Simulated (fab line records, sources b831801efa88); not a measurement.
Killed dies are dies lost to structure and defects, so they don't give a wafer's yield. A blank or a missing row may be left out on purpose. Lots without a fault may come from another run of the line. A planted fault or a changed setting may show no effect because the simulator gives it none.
Which tool did it? | flow sky130 | 24 lots, 72 wafers sampled, at 6 steps of a route of 708

WHAT THE GAUGES READ, wafer by wafer
SKY_PWDE_TW_MEAS_10.
lot  | measured    | on            | PWDE_TW
L074 | day 3 17:41 | film_metro-01 | 375.6 378.6 374.0
L075 | day 3 23:04 | film_metro-01 | 375.3 374.3 376.4
L076 | day 4 05:34 | film_metro-03 | 372.0 372.2 373.8
L077 | day 4 22:55 | film_metro-01 | 375.3 374.6 373.2
L078 | day 5 09:47 | film_metro-02 | 370.5 371.9 371.4
L079 | day 5 18:46 | film_metro-02 | 372.5 371.9 372.2
L080 | day 5 18:04 | film_metro-02 | 372.5 372.1 373.2
L081 | day 5 23:56 | film_metro-02 | 372.2 372.6 375.3
L082 | day 6 02:29 | film_metro-02 | 372.3 371.1 372.3
L083 | day 6 03:26 | film_metro-01 | 374.0 375.6 374.5
L084 | day 6 06:55 | film_metro-02 | 371.2 374.0 370.4
L085 | day 6 08:11 | film_metro-02 | 367.6 370.9 369.1
L086 | day 7 00:04 | film_metro-03 | 373.2 373.1 372.0
L087 | day 6 23:41 | film_metro-02 | 369.7 371.6 369.7
L088 | day 7 08:26 | film_metro-01 | 374.8 378.0 376.1
L089 | day 7 12:07 | film_metro-02 | 372.8 369.9 369.9
L090 | day 7 17:37 | film_metro-01 | 375.2 376.7 376.6
L091 | day 7 22:46 | film_metro-01 | 374.6 376.4 375.5
L092 | day 8 05:38 | film_metro-03 | 374.3 372.6 372.5
L093 | day 8 07:16 | film_metro-03 | 372.5 372.7 375.9
L094 | day 8 12:28 | film_metro-01 | 372.9 373.1 376.0
L095 | day 9 01:24 | film_metro-02 | 372.8 371.3 372.2
L096 | day 9 05:13 | film_metro-02 | 372.8 371.6 370.4
L097 | day 9 06:23 | film_metro-02 | 369.6 369.4 371.2

SKY_METAL1_CD_MEAS_15: target cd 140 nm.
lot  | measured     | on        | cd_nm (nm)
L074 | day 33 03:10 | cd_sem-01 | 140.6 140.2 140.2
L075 | day 33 11:47 | cd_sem-01 | 142.1 141.6 142.4
L076 | day 33 16:48 | cd_sem-01 | 139.2 140.8 139.9
L077 | day 34 10:49 | cd_sem-01 | 140.8 142.2 141.6
L078 | day 35 12:09 | cd_sem-02 | 138.7 139.6 139.5
L079 | day 35 20:56 | cd_sem-01 | 142.0 140.9 139.2
L080 | day 35 20:35 | cd_sem-02 | 139.4 139.5 140.2
L081 | day 36 12:25 | cd_sem-01 | 140.2 139.7 137.5
L082 | day 36 14:40 | cd_sem-01 | 140.2 140.0 139.2
L083 | day 36 15:56 | cd_sem-01 | 138.6 140.0 138.7
L084 | day 36 17:29 | cd_sem-01 | 137.1 136.8 137.4
L085 | day 36 17:25 | cd_sem-02 | 137.8 137.4 139.0
L086 | day 37 12:32 | cd_sem-02 | 139.1 139.0 140.7
L087 | day 37 06:15 | cd_sem-02 | 142.6 141.6 143.8
L088 | day 38 05:52 | cd_sem-01 | 140.3 143.9 142.4
L089 | day 38 00:11 | cd_sem-02 | 142.6 144.1 141.4
L090 | day 38 13:50 | cd_sem-01 | 140.2 142.0 142.2
L091 | day 38 16:39 | cd_sem-02 | 138.6 138.9 139.5
L092 | day 38 20:39 | cd_sem-02 | 138.6 140.1 139.2
L093 | day 38 21:41 | cd_sem-02 | 141.3 139.0 139.3
L094 | day 39 02:29 | cd_sem-01 | 141.0 141.5 143.2
L095 | day 39 22:50 | cd_sem-02 | 142.7 143.2 142.8
L096 | day 40 00:10 | cd_sem-01 | 139.9 140.6 138.2
L097 | day 40 02:53 | cd_sem-01 | 140.3 139.5 140.8

SKY_VIA2_THK_MEAS_01.
lot  | measured     | on            | VIA2_HDPCVD_THK (nm)
L074 | day 35 12:24 | film_metro-02 | 1169 1186 1194
L075 | day 35 20:21 | film_metro-02 | 1183 1174 1186
L076 | day 36 01:18 | film_metro-04 | 1193 1195 1192
L077 | day 36 22:52 | film_metro-01 | 1209 1207 1192
L078 | day 37 20:26 | film_metro-04 | 1192 1188 1189
L079 | day 38 05:17 | film_metro-04 | 1183 1181 1172
L080 | day 38 02:56 | film_metro-01 | 1187 1187 1181
L081 | day 38 19:46 | film_metro-01 | 1168 1183 1177
L082 | day 38 22:16 | film_metro-01 | 1183 1181 1179
L083 | day 38 23:14 | film_metro-04 | 1201 1172 1176
L084 | day 39 01:37 | film_metro-04 | 1194 1185 1190
L085 | day 39 00:48 | film_metro-01 | 1176 1200 1169
L086 | day 39 20:14 | film_metro-01 | 1186 1163 1167
L087 | day 39 12:46 | film_metro-02 | 1194 1180 1194
L088 | day 40 13:20 | film_metro-01 | 1202 1193 1174
L089 | day 40 07:53 | film_metro-04 | 1184 1161 1164
L090 | day 40 21:40 | film_metro-01 | 1179 1184 1181
L091 | day 40 23:58 | film_metro-04 | 1160 1171 1186
L092 | day 41 02:35 | film_metro-02 | 1188 1206 1183
L093 | day 41 04:08 | film_metro-04 | 1176 1176 1190
L094 | day 41 08:50 | film_metro-02 | 1186 1182 1165
L095 | day 42 03:46 | film_metro-02 | 1181 1176 1187
L096 | day 42 03:56 | film_metro-04 | 1173 1181 1171
L097 | day 42 08:02 | film_metro-01 | 1186 1188 1169

WHICH TOOL RAN EACH LOT (tool, then ch and the chambers of the sampled wafers, then the start)
lot  | SKY_FIELD_ISO_CMP_27         | SKY_CONTACT_SPUTTER_23       | SKY_METAL2_SPUTTER_01
L074 | cmp-02 ch 1,2,3, day 2 08:14 | pvd_sputter-02, day 31 22:52 | pvd_sputter-03, day 34 07:34
L075 | cmp-02 ch 2,3, day 2 12:38   | pvd_sputter-02, day 32 08:09 | pvd_sputter-02, day 34 15:19
L076 | cmp-02 ch 0,1,2, day 2 19:43 | pvd_sputter-02, day 32 13:14 | pvd_sputter-02, day 34 22:23
L077 | cmp-02 ch 1,2, day 3 03:32   | pvd_sputter-03, day 33 09:42 | pvd_sputter-04, day 35 17:46
L078 | cmp-02 ch 0,1,2, day 3 14:40 | pvd_sputter-01, day 34 08:34 | pvd_sputter-02, day 36 18:14
L079 | cmp-02 ch 0,2,3, day 4 00:28 | pvd_sputter-03, day 34 17:20 | pvd_sputter-04, day 37 02:40
L080 | cmp-01 ch 0,1,2, day 4 00:28 | pvd_sputter-01, day 34 16:57 | pvd_sputter-02, day 37 01:43
L081 | cmp-02 ch 1,2, day 4 07:40   | pvd_sputter-01, day 35 08:24 | pvd_sputter-03, day 37 17:05
L082 | cmp-02 ch 1,2,3, day 4 10:08 | pvd_sputter-03, day 35 10:43 | pvd_sputter-03, day 37 19:04
L083 | cmp-01 ch 0,2,3, day 4 10:08 | pvd_sputter-01, day 35 12:38 | pvd_sputter-02, day 37 20:04
L084 | cmp-01 ch 0,1,2, day 4 15:58 | pvd_sputter-03, day 35 13:47 | pvd_sputter-02, day 37 22:03
L085 | cmp-01 ch 1,2, day 4 17:04   | pvd_sputter-02, day 35 13:26 | pvd_sputter-03, day 37 21:31
L086 | cmp-01 ch 0,1,2, day 5 04:35 | pvd_sputter-01, day 36 09:27 | pvd_sputter-04, day 38 16:38
L087 | cmp-02 ch 0,1,2, day 5 04:35 | pvd_sputter-02, day 36 03:07 | pvd_sputter-03, day 38 10:02
L088 | cmp-02 ch 0,3, day 5 13:10   | pvd_sputter-01, day 37 03:34 | pvd_sputter-03, day 39 10:17
L089 | cmp-01 ch 1,2,3, day 5 17:35 | pvd_sputter-01, day 36 23:07 | pvd_sputter-03, day 39 05:11
L090 | cmp-01 ch 1,3, day 5 20:38   | pvd_sputter-03, day 37 11:54 | pvd_sputter-02, day 39 19:40
L091 | cmp-02 ch 0,3, day 6 04:35   | pvd_sputter-03, day 37 14:34 | pvd_sputter-04, day 39 22:05
L092 | cmp-01 ch 1,2, day 6 10:18   | pvd_sputter-01, day 37 17:37 | pvd_sputter-04, day 40 01:34
L093 | cmp-02 ch 0,1,2, day 6 11:49 | pvd_sputter-01, day 37 19:22 | pvd_sputter-03, day 40 03:02
L094 | cmp-02 ch 0,1, day 6 17:52   | pvd_sputter-01, day 37 23:58 | pvd_sputter-03, day 40 07:20
L095 | cmp-02 ch 0,1,3, day 7 03:44 | pvd_sputter-01, day 38 20:22 | pvd_sputter-04, day 41 02:19
L096 | cmp-02 ch 0,1,2, day 7 06:55 | pvd_sputter-02, day 38 21:40 | pvd_sputter-03, day 41 02:31
L097 | cmp-02 ch 0,2,3, day 7 10:38 | pvd_sputter-01, day 38 22:55 | pvd_sputter-04, day 41 05:52
- SKY_FIELD_ISO_CMP_27: polishes, stops on Si3N4, t overpolish 16 s, target thk 457.8 nm.
- SKY_CONTACT_SPUTTER_23: material TiN, target thk 20 nm, time 80 s.
- SKY_METAL2_SPUTTER_01: material TiN, target thk 20 nm, time 16.7 s.

WHAT THE TOOLS THEMSELVES READ (means of the sampled wafers that have a number; where no wafer has one, the mark that the record gives instead)
SKY_FIELD_ISO_CMP_27.
lot  | tool   | head_pressure_psi (psi) | motor_current_A (A) | overpolish_run_s (s) | time_to_endpoint_s (s)
L074 | cmp-02 | 3.998                   | 13.4                | 15.999               | 114
L075 | cmp-02 | 3.993                   | 12.9                | 15.996               | 115
L076 | cmp-02 | 3.999                   | 13.2                | 16.003               | 118
L077 | cmp-02 | 4.002                   | 13.6                | 15.996               | 118
L078 | cmp-02 | 4.008                   | 12.8                | 16.001               | 115
L079 | cmp-02 | 4.007                   | 13.1                | 15.996               | 111
L080 | cmp-01 | 3.999                   | 12.3                | 16.001               | 113
L081 | cmp-02 | 4.005                   | 13.5                | 15.991               | 117
L082 | cmp-02 | 3.997                   | 13.3                | 16.000               | 118
L083 | cmp-01 | 4.009                   | 11.3                | 16.001               | 118
L084 | cmp-01 | 3.995                   | 12.3                | 16.006               | 113
L085 | cmp-01 | 3.998                   | 13.3                | 16.001               | 117
L086 | cmp-01 | 3.994                   | 12.2                | 16.002               | 110
L087 | cmp-02 | 4.007                   | 13.1                | 15.996               | 109
L088 | cmp-02 | 3.995                   | 12.9                | 16.003               | 111
L089 | cmp-01 | 4.001                   | 12.7                | 16.005               | 116
L090 | cmp-01 | 4.001                   | 11.0                | 16.005               | 114
L091 | cmp-02 | 3.994                   | 12.7                | 16.005               | 107
L092 | cmp-01 | 3.991                   | 13.3                | 15.992               | 114
L093 | cmp-02 | 3.998                   | 13.0                | 16.000               | 109
L094 | cmp-02 | 3.992                   | 13.3                | 16.006               | 113
L095 | cmp-02 | 3.999                   | 13.3                | 16.010               | 112
L096 | cmp-02 | 4.000                   | 13.4                | 15.999               | 113
L097 | cmp-02 | 4.000                   | 13.0                | 15.994               | 107

SKY_CONTACT_SPUTTER_23.
lot  | tool           | throttle_valve_pct (%)
L074 | pvd_sputter-02 | 30.0
L075 | pvd_sputter-02 | 31.0
L076 | pvd_sputter-02 | 29.7
L077 | pvd_sputter-03 | 29.7
L078 | pvd_sputter-01 | 30.1
L079 | pvd_sputter-03 | 29.7
L080 | pvd_sputter-01 | 29.7
L081 | pvd_sputter-01 | 28.7
L082 | pvd_sputter-03 | 29.3
L083 | pvd_sputter-01 | 29.4
L084 | pvd_sputter-03 | 29.5
L085 | pvd_sputter-02 | 31.3
L086 | pvd_sputter-01 | 29.3
L087 | pvd_sputter-02 | 31.1
L088 | pvd_sputter-01 | 30.1
L089 | pvd_sputter-01 | 29.8
L090 | pvd_sputter-03 | 29.2
L091 | pvd_sputter-03 | 29.3
L092 | pvd_sputter-01 | 30.4
L093 | pvd_sputter-01 | 29.5
L094 | pvd_sputter-01 | 29.4
L095 | pvd_sputter-01 | 29.2
L096 | pvd_sputter-02 | 30.5
L097 | pvd_sputter-01 | 29.6

SKY_METAL2_SPUTTER_01.
lot  | tool           | throttle_valve_pct (%)
L074 | pvd_sputter-03 | 30.3
L075 | pvd_sputter-02 | 30.7
L076 | pvd_sputter-02 | 30.9
L077 | pvd_sputter-04 | 29.8
L078 | pvd_sputter-02 | 30.6
L079 | pvd_sputter-04 | 30.3
L080 | pvd_sputter-02 | 30.4
L081 | pvd_sputter-03 | 29.4
L082 | pvd_sputter-03 | 29.7
L083 | pvd_sputter-02 | 31.1
L084 | pvd_sputter-02 | 31.1
L085 | pvd_sputter-03 | 30.3
L086 | pvd_sputter-04 | 31.1
L087 | pvd_sputter-03 | 29.3
L088 | pvd_sputter-03 | 29.6
L089 | pvd_sputter-03 | 29.4
L090 | pvd_sputter-02 | 30.5
L091 | pvd_sputter-04 | 31.1
L092 | pvd_sputter-04 | 30.6
L093 | pvd_sputter-03 | 28.8
L094 | pvd_sputter-03 | 28.6
L095 | pvd_sputter-04 | 31.6
L096 | pvd_sputter-03 | 29.2
L097 | pvd_sputter-04 | 30.3

THE ANSWER, worked out from the rows above alone
Rule: what is usual is taken from the lots themselves. Put in order of their means at a reading, lots are off if they are a third of the lots or fewer, leave a main group of 4 or more, and stand apart from it by a gap of 3 or more times the standard deviation of the main group's means; of several such gaps the widest counts. A main group whose means are all the same, to the digits that the tables above print for the reading, isn't used. A lot without any number at a reading at which 4 lots or more have one is off too. The other lots that the step has rows for count as sound. The gauges are gone through in route order, then the tools' own readings, and for those a lot's mean is taken as printed above. The first step at which some lot is off is used, and at that step the reading that is off furthest; a lot without a number counts as furthest.
No lot is off at any reading shown: from this, nothing can be told.

WHAT THE SIMULATOR HAD PUT IN
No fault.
